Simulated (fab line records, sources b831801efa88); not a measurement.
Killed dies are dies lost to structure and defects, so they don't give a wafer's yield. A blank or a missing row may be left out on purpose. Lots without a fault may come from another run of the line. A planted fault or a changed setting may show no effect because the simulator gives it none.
Which tool did it? | flow gf180mcu | 12 lots, 36 wafers sampled, at 1 step of a route of 602

WHAT THE GAUGES READ, wafer by wafer
GF_MIM_THK_MEAS_11: measures by xrf. Usual: MIM_ALCU_THK 201 nm, standard deviation 3.1.
lot  | measured     | on            | MIM_ALCU_THK (nm) | flag
L713 | day 24 15:43 | film_metro-04 | 198 199 199       |
L714 | day 25 06:17 | film_metro-04 | 199 199 201       |
L715 | day 25 06:55 | film_metro-03 | 201 195 200       |
L717 | day 25 18:51 | film_metro-03 | 199 199 201       |
L716 | day 26 00:08 | film_metro-03 | 197 197 196       |
L718 | day 26 05:31 | film_metro-04 | 202 201 200       |
L720 | day 27 00:50 | film_metro-04 | 203 201 203       |
L722 | day 27 11:40 | film_metro-02 | 199 200 200       |
L729 | day 29 14:19 | film_metro-02 | 201 201 204       |
L731 | day 30 05:38 | film_metro-04 | 206 207 205       |
L732 | day 30 11:58 | film_metro-02 | 200 200 201       |
L736 | day 31 10:46 | film_metro-02 | 199 199 197       |

WHICH TOOL RAN EACH LOT (tool, then ch and the chambers of the sampled wafers, then the start)
The record holds no process step before these readings.

WHAT THE TOOLS THEMSELVES READ (means of the sampled wafers that have a number; where no wafer has one, the mark that the record gives instead)
The record holds no such reading with a usual standard deviation.

THE ANSWER, worked out from the rows above alone
Rule: a lot is off if the mean of its wafers that have a number lies more than 3 standard deviations from the usual mean. A lot without any number at a reading at which 4 lots or more have one is off too. The other lots that the step has rows for count as sound. The gauges are gone through in route order, then the tools' own readings, and for those a lot's mean is taken as printed above. The first step at which some lot is off is used, and at that step the reading that is off furthest; a lot without a number counts as furthest.
No lot is off at any reading shown: from this, nothing can be told.

WHAT THE SIMULATOR HAD PUT IN
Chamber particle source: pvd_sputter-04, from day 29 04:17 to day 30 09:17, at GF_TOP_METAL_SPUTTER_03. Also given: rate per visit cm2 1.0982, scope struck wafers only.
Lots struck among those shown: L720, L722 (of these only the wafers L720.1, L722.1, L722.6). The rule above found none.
